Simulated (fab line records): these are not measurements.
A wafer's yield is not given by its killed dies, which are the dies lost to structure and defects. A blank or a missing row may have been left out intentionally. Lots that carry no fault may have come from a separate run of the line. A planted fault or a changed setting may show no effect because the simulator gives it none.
A struck lot beside a sound one ; flow sky130 ; 17 out of 708 route steps
Sound: wafers L991.2, L991.4, L991.5. Struck: wafers L103.4, L103.5 (left out: L103.6, a lot-mate that was not struck); the cause follows at the end.
For every step that has rows: the tool of each side, followed by ch and its chambers, followed by its first start. Under that, the readings that differ: sound wafers ; struck wafers ; difference of the means ; sigmas: that difference in standard deviations of wafers without a fault.
alike: readings with means less than 2 such deviations apart, plus words and numbers identical on both sides. not compared: withheld readings, readings lacking a value on some wafer, bounds such as >300 that could conceal the same value, and numbers that have no deviation in the record and whose values overlap.
Wherever a step has rows on one side only, a row that says differs or no value, or a row with sigmas, the two part there. When numbers do not overlap yet have no deviation, they are printed without sigmas and do not part them. A reading missing from all wafers of one side parts the sides only when that side holds two or more wafers.

SKY_FIELD_ISO_THK_MEAS_02:
  struck on filmMetro-03, day 5 00:40; sound on filmMetro-03, day 2 12:38
  alike: FIELD_ISO_OXIDATION_00_THK
then, 1 step without rows for these wafers: SKY_FIELD_ISO_CVD_03 (deposits Si3N4 from DCS/NH3, target thk 165 nm, time 2830 s).
SKY_FIELD_ISO_THK_MEAS_04:
  struck on filmMetro-02, day 5 03:15; sound on filmMetro-03, day 2 15:37
  alike: FIELD_ISO_CVD_03_THK
then, 8 steps without rows for these wafers: SKY_FIELD_ISO_DEHYDRATE_05 (time 60 s); SKY_FIELD_ISO_HMDS_06 (prime time 60 s); SKY_FIELD_ISO_COAT_07 (resist thk 60 nm); SKY_FIELD_ISO_COAT_08 (resist thk 450 nm); SKY_FIELD_ISO_SOFTBAKE_09 (time 90 s); SKY_FIELD_ISO_EXPOSE_10 (exposes mask FOM, target cd 150 nm); SKY_FIELD_ISO_PEB_11; SKY_FIELD_ISO_DEVELOP_12 (develop time 60 s).
SKY_FIELD_ISO_CD_MEAS_13: target cd 150 nm.
  struck on cdSem-01, day 5 20:32; sound on cdSem-01, day 3 07:29
reading;sound;struck;difference;sigmas
cdNm (nm);153.6 151.5 153.3;148.1 148.8;-4.4;-2
SKY_FIELD_ISO_ETCH_14: etches BARC in N2/H2, stops on SiO2, time 45.9 s, target depth 60 nm.
  sound on rieDiel-04 ch 0,2, day 3 07:35; struck on rieDiel-02 ch 0, day 5 20:35
reading;sound;struck;difference;sigmas
oesProductAu (a.u.);0.856 0.857 0.856;0.995 0.994;+0.138;+31
runLengthS (s);74.0 73.4 73.5;47.4 47.1;-26.4;-63
throttleValvePct (%);13.232 13.228 13.227;13.246 13.260;+0.024;+3
model.etch.depthNm (nm);60.37 60.27 60.14;32.42 32.28;-27.91;
model.KrF-thick_of_FIELD_ISO_COAT_08.thkNm (nm);393.7 393.1 392.4;417.5 415.9;+23.6;
  alike: drypumpMotorCurrentA
  not compared: rfHoursCounterH, model.FIELD_ISO.cdNm
SKY_FIELD_ISO_ETCH_15: etches the open film in CHF3/O2, stops on Si, target depth 180 nm, time 72 s.
  sound on rieDiel-04 ch 0,2, day 3 07:38; struck on rieDiel-02 ch 0, day 5 20:38
reading;sound;struck;difference;sigmas
oesProductAu (a.u.);0.944 0.942 0.935;0.371 0.375;-0.567;-75
throttleValvePct (%);8.844 8.840 8.852;8.669 8.679;-0.171;-20
model.KrF-thick_of_FIELD_ISO_COAT_08.thkNm (nm);235.7 233.9 232.1;260 257.7;+25;
  alike: drypumpMotorCurrentA, runLengthS
  not compared: rfHoursCounterH
SKY_FIELD_ISO_STRIP_16: strips in O2/N2.
  sound on plasmaAsher-02 ch 0,1, day 3 07:41; struck on plasmaAsher-02 ch 0,1, day 5 20:43
reading;sound;struck;difference;sigmas
oesProductAu (a.u.);0.372 0.377 0.374;0.391 0.395;+0.019;+3
stripTimeToEndpointS (s);3.53 3.53 3.50;3.78 3.76;+0.25;+5
  alike: drypumpMotorCurrentA
  not compared: rfHoursCounterH
SKY_FIELD_ISO_ETCH_17: etches Si in HBr/Cl2/O2, target depth 342 nm, time 101.3 s.
  sound on rieSi-01 ch 0,1,3, day 3 07:47; struck on rieSi-01 ch 2,3, day 5 20:47
  alike: drypumpMotorCurrentA, oesProductAu, throttleValvePct
  not compared: rfHoursCounterH, runLengthS, model.FIELD_ISO.cdNm
then, 1 step without rows for these wafers: SKY_FIELD_ISO_WET_ETCH_18 (etches Si3N4 in H3PO4, target depth 25 nm, time 286 s).

== WHERE THEY PART ==
At SKY_FIELD_ISO_CD_MEAS_13 first; at SKY_FIELD_ISO_STRIP_16 last (within this record only). Later steps at which nothing parts them and some readings are alike: SKY_FIELD_ISO_ETCH_17.

WHY: what had been put in by the simulator
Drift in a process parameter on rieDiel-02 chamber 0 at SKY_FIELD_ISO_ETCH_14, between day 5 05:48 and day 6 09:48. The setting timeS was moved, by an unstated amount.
